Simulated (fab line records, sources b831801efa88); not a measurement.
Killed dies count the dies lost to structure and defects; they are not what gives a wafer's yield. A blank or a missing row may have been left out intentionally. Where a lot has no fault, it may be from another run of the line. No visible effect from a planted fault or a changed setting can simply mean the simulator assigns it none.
A single fault, viewed from 2 desks -- flow sky130 -- every desk sees just its own numbers, and what lay behind them comes last

## TOOL OWNER'S DESK, pvd_sputter-03
The tool's own readings at SKY_CAPM_SPUTTER_02 (material TiN, target thk 200 nm, time 166.7 s): means of the sampled wafers that have a number, for each lot that ran on this tool. The brackets show how far a lot's mean lies from the usual mean; more than 4 standard deviations puts the lot out of limits, marked OUT.
Columns: A = throttle_valve_pct at SKY_CAPM_SPUTTER_02, usual 29.4 %
lot,first seen here,A
L394,day 37 09:19,28.9
L409,day 41 21:02,28.5
Result from this desk: across the 2 lots, nothing is out of limits.

## METROLOGY DESK
Lot by lot, what the gauges showed, no matter which tool ran the lot: averages of those sampled wafers that carry a number. The brackets show how far a lot's mean lies from the usual mean; more than 4 standard deviations puts the lot out of limits, marked OUT. 7 of its 8 readings are shown, namely those furthest out on some lot.
Columns: A = VIA2_W_RS at SKY_VIA2_RS_MEAS_22, usual 0.272 ohm/sq; B = CAPM_CVD_00_THK at SKY_CAPM_THK_MEAS_01, usual 15.56 nm; C = CAPM_TIN_RS at SKY_CAPM_RS_MEAS_03, usual 6.90 ohm/sq; D = CAPM_TIN_THK at SKY_CAPM_THK_MEAS_04, usual 196 nm; E = CAPM_OVL at SKY_CAPM_OVL_MEAS_12, usual 0.2 nm; F = cd_nm at SKY_METAL3_CD_MEAS_13, usual 299.8 nm; G = METAL3_OVL at SKY_METAL3_OVL_MEAS_14, usual 1 nm
lot,first seen here,A,B,C,D,E,F,G
L394,day 37 08:35,0.272,15.62,6.90,196,2.0,302.7,1
L401,day 39 07:04,0.274,15.60,6.92,196,-0.7,300.4,-4
L407,day 41 07:35,0.270,15.79,6.77,202,-1.7,298.6,3
L409,day 41 20:20,0.278,15.86,6.82,200,-0.4,299.8,2
L416,day 43 14:58,0.276,15.59,6.90,196,-1.6,300.4,5
Result from this desk: across the 5 lots, nothing is out of limits.

## ALL TOGETHER
The desk of the tool owner found nothing out of limits.
The metrology desk saw nothing out of limits.

## WHAT HAD BEEN PUT IN BY THE SIMULATOR
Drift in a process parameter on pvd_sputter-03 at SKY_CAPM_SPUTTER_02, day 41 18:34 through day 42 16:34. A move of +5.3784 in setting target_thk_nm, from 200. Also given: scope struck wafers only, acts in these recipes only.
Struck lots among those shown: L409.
